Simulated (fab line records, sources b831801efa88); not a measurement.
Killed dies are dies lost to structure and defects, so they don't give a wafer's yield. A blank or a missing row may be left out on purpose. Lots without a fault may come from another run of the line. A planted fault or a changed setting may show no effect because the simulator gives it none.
fab line records | flow gf180mcu
record lots=14 wafers=42 last_day=34
route steps=602 shown MIM@506 M5@531
lots that met no fault: from a run of the same line without faults
start_h: hours from the record's first day to the start of the lot's first wafer shown | wait_h: hours since the lot's step before | " the same as in the row above | L1.1+2: a row that stands for several wafers | - no value, or no start given | * or withheld: withheld | < > ~ a bound
route shown NAME@n: a module of which the file shows steps, and the number in the route of the first | usual: mean/standard deviation of fault-free wafers | same: alike in all rows | chamber/n: place in a boat | sites: the reading at each site | _std_site: their standard deviation | _edge_site: outer sites' mean less inner sites' | radius_mm: how far each site lies from the wafer's centre | mask NAME#n: copy n | behind: the tool/chamber that last shaped the wafer | hold: why the lot was held/for how many hours/how that ended | device: the transistor (n, p or np) that didn't switch | end of line: the same wafers' tests at the end of the route | a step without rows: its recipe alone | killed: dies lost to structure and defects at the first sort, not the wafer's yield | map: a wafer's dies, x killed, . not, _ none there
set.NAME: the setting as run; set.NAME@STEP: as run at that earlier step | model.NAME: the simulator's own value behind a step, which no gauge read
steps of the route over a sample of lots; a table a step, a row a wafer
services: from which hour (start_h, from the record's first day; less than 0 if before it) a tool's chamber was out of use, for how many hours, and why
## steps
# step GF_MIM_SPUTTER_03
# recipe material=Ti target_thk_nm=10 substrate_temp_c=300 chamber_pressure_pa=0.3 power_w=3000 time_s=6.7
# usual throttle_valve_pct=29.5/0.97
# same time_s=6.7
# columns lot.wafer tool chamber start_h wait_h throttle_valve_pct
L830.1 pvd_sputter-04 - 562.61 0.0 30.8
L830.3 " - " " 29.5
L830.5 " - " " 29.5
L832.1 pvd_sputter-04 - 581.76 0.0 29.3
L832.2 " - " " 27.9
L832.3 " - " " 29.3
L838.1 pvd_sputter-03 - 631.60 0.0 30.8
L838.4 " - " " 28.1
L838.5 " - " " 28.4
L841.3 pvd_sputter-03 - 646.87 0.0 30.3
L841.4 " - " " 30.7
L841.5 " - " " 30.3
L842.4 pvd_sputter-04 - 665.71 0.0 31.1
L842.5 " - " " 28.1
L842.6 " - " " 29.3
L843.2 pvd_sputter-04 - 667.62 0.0 29.8
L843.3 " - " " 27.9
L843.4 " - " " 30.8
L845.1 pvd_sputter-04 - 684.97 0.0 29.4
L845.4 " - " " 29.5
L845.5 " - " " 30.9
L846.2 pvd_sputter-02 - 687.74 0.0 29.3
L846.4 " - " " 30.7
L846.6 " - " " 30.3
L847.1 pvd_sputter-04 - 693.31 0.0 29.4
L847.5 " - " " 29.1
L847.6 " - " " 31.0
L848.3 pvd_sputter-03 - 702.55 0.0 30.7
L848.4 " - " " 28.7
L848.5 " - " " 28.2
L849.2 pvd_sputter-02 - 711.77 0.0 30.7
L849.4 " - " " 29.1
L849.6 " - " " 30.9
L852.2 pvd_sputter-02 - 726.40 0.0 29.6
L852.3 " - " " 30.7
L852.5 " - " " 31.0
L851.1 pvd_sputter-03 - 727.95 0.0 30.8
L851.5 " - " " 30.4
L851.6 " - " " 30.7
L853.1 pvd_sputter-03 - 728.37 0.0 30.5
L853.3 " - " " 28.6
L853.5 " - " " 28.5
# step GF_MIM_SPUTTER_04
# recipe material=TiN target_thk_nm=50 power_w=6500 time_s=41.7 chamber_pressure_pa=0.4
# usual throttle_valve_pct=29.5/0.98
# same time_s=41.7
# columns lot.wafer tool chamber start_h wait_h throttle_valve_pct
L830.1 pvd_sputter-04 - 562.63 0.0 30.8
L830.3 " - " " 29.4
L830.5 " - " " 29.4
L832.1 pvd_sputter-04 - 581.78 0.0 29.6
L832.2 " - " " 28.1
L832.3 " - " " 29.6
L838.1 pvd_sputter-03 - 631.62 0.0 30.8
L838.4 " - " " 28.3
L838.5 " - " " 28.0
L841.3 pvd_sputter-03 - 646.89 0.0 30.4
L841.4 " - " " 30.5
L841.5 " - " " 30.5
L842.4 pvd_sputter-04 - 665.73 0.0 31.0
L842.5 " - " " 27.8
L842.6 " - " " 29.6
L843.2 pvd_sputter-04 - 667.64 0.0 29.4
L843.3 " - " " 28.0
L843.4 " - " " 31.0
L845.1 pvd_sputter-04 - 684.99 0.0 29.6
L845.4 " - " " 29.1
L845.5 " - " " 31.2
L846.2 pvd_sputter-02 - 687.76 0.0 29.2
L846.4 " - " " 30.9
L846.6 " - " " 29.8
L847.1 pvd_sputter-04 - 693.33 0.0 29.6
L847.5 " - " " 29.3
L847.6 " - " " 30.9
L848.3 pvd_sputter-03 - 702.57 0.0 30.5
L848.4 " - " " 29.0
L848.5 " - " " 27.8
L849.2 pvd_sputter-02 - 711.79 0.0 30.7
L849.4 " - " " 29.1
L849.6 " - " " 30.9
L852.2 pvd_sputter-02 - 726.42 0.0 30.0
L852.3 " - " " 30.7
L852.5 " - " " 30.6
L851.1 pvd_sputter-03 - 727.97 0.0 30.7
L851.5 " - " " 30.4
L851.6 " - " " 30.7
L853.1 pvd_sputter-03 - 728.39 0.0 30.4
L853.3 " - " " 28.9
L853.5 " - " " 28.4
# step GF_MIM_SPUTTER_08
# recipe material=AlCu target_thk_nm=200 power_w=10600 time_s=10.6 chamber_pressure_pa=0.4
# usual throttle_valve_pct=29.6/0.94
# same time_s=10.6
# columns lot.wafer tool chamber start_h wait_h throttle_valve_pct
L830.1 pvd_sputter-02 - 562.81 0.0 29.9
L830.3 " - " " 29.1
L830.5 " - " " 29.3
L832.1 pvd_sputter-03 - 581.96 0.0 28.5
L832.2 " - " " 30.7
L832.3 " - " " 28.2
L838.1 pvd_sputter-02 - 631.79 0.0 29.4
L838.4 " - " " 29.9
L838.5 " - " " 29.2
L841.3 pvd_sputter-02 - 647.06 0.0 29.1
L841.4 " - " " 30.1
L841.5 " - " " 29.1
L842.4 pvd_sputter-03 - 665.91 0.0 28.5
L842.5 " - " " 28.0
L842.6 " - " " 28.5
L843.2 pvd_sputter-03 - 667.82 0.0 30.8
L843.3 " - " " 30.3
L843.4 " - " " 28.8
L845.1 pvd_sputter-02 - 685.17 0.0 30.8
L845.4 " - " " 29.3
L845.5 " - " " 29.0
L846.2 pvd_sputter-04 - 687.94 0.0 29.4
L846.4 " - " " 29.3
L846.6 " - " " 29.4
L847.1 pvd_sputter-02 - 693.51 0.0 29.4
L847.5 " - " " 28.8
L847.6 " - " " 30.8
L848.3 pvd_sputter-04 - 702.77 0.0 29.3
L848.4 " - " " 29.4
L848.5 " - " " 31.2
L849.2 pvd_sputter-03 - 711.97 0.0 28.1
L849.4 " - " " 30.7
L849.6 " - " " 30.8
L852.2 pvd_sputter-04 - 726.59 0.0 29.4
L852.3 " - " " 27.5
L852.5 " - " " 29.7
L851.1 pvd_sputter-02 - 728.14 0.0 29.0
L851.5 " - " " 30.5
L851.6 " - " " 28.9
L853.1 pvd_sputter-02 - 728.57 0.0 29.2
L853.3 " - " " 30.8
L853.5 " - " " 29.9
# step GF_M5_PEB_05
# recipe peb_temp_c=135 peb_time_s=90 resist=KrF
# usual chill_plate_temp_C=23.00/0.11 exhaust_pa=44.9/0.86
# columns lot.wafer tool chamber start_h wait_h chill_plate_temp_C exhaust_pa
L830.1 litho_track-02 0 606.49 - 22.71 43.7
L830.3 " 0 " " 23.15 44.6
L830.5 " 0 " " 22.82 44.7
L832.1 litho_track-03 0 624.08 - 22.84 44.6
L832.2 " 0 " " 22.82 44.0
L832.3 " 0 " " 22.92 45.4
L838.1 litho_track-04 0 669.92 - 22.98 44.0
L838.4 " 0 " " 22.91 45.2
L838.5 " 0 " " 22.98 45.5
L841.3 litho_track-03 - 685.29 - - -
L841.4 " - " " - -
L841.5 " - " " - -
L842.4 litho_track-04 - 702.97 - - -
L842.5 " - " " - -
L842.6 " - " " - -
L843.2 litho_track-03 0 704.41 - 22.99 45.2
L843.3 " 0 " " 23.11 45.1
L843.4 " 0 " " 23.20 44.5
L845.1 litho_track-04 0 721.77 - 22.80 46.3
L845.4 " 0 " " 22.91 46.0
L845.5 " 0 " " 22.93 45.4
L846.2 litho_track-02 0 725.72 - 23.10 45.2
L846.4 " 0 " " 23.11 45.6
L846.6 " 0 " " 23.18 44.9
L847.1 litho_track-04 0 729.37 - 23.06 43.4
L847.5 " 0 " " 22.92 44.0
L847.6 " 0 " " 22.88 43.7
L848.3 litho_track-04 0 737.13 - 23.09 44.2
L848.4 " 0 " " 22.96 44.4
L848.5 " 0 " " 23.04 44.7
L849.2 litho_track-02 0 747.27 - 23.01 44.7
L849.4 " 0 " " 22.95 45.9
L849.6 " 0 " " 23.07 44.7
L852.2 litho_track-02 0 759.57 - 23.05 45.2
L852.3 " 0 " " 22.94 44.4
L852.5 " 0 " " 23.06 44.7
L851.1 litho_track-03 0 761.57 - 23.16 44.7
L851.5 " 0 " " 23.05 44.1
L851.6 " 0 " " 23.22 44.7
L853.1 litho_track-02 0 761.64 - 22.96 46.5
L853.3 " 0 " " 22.98 46.9
L853.5 " 0 " " 22.91 46.6
## services
# columns tool chamber start_h hours kind
pvd_sputter-03 - 678.57 12.1 repair
pvd_sputter-04 - 704.90 4.4 repair
pvd_sputter-04 - 721.27 3.7 repair
pvd_sputter-03 - 752.53 2.1 repair
## key
first_sign step=GF_M5_PEB_05 reading=tool_record direction=missing
effect none on later readings
met_at GF_M5_PEB_05
struck_lots L841,L842
later_rows_left_out L841.3,L841.4,L841.5,L842.4,L842.5,L842.6
sort_left_out L841.3,L841.4,L841.5,L842.4,L842.5,L842.6
not_acting_at GF_MIM_SPUTTER_03,GF_MIM_SPUTTER_04,GF_MIM_SPUTTER_08
onset_between 669.92 685.29
fault kind=skipped_step_whole tool=litho_track-03,litho_track-04 chamber=- onset_h=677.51 steps=GF_M5_PEB_05 scope=struck_lots_only
# sort_left_out: the simulated sort isn't trusted on such a fault, so these wafers' sort isn't shown, and their yield isn't known
# later_rows_left_out: the simulator's readings of these wafers behind a module that went badly wrong aren't trusted and aren't shown, but for the sort
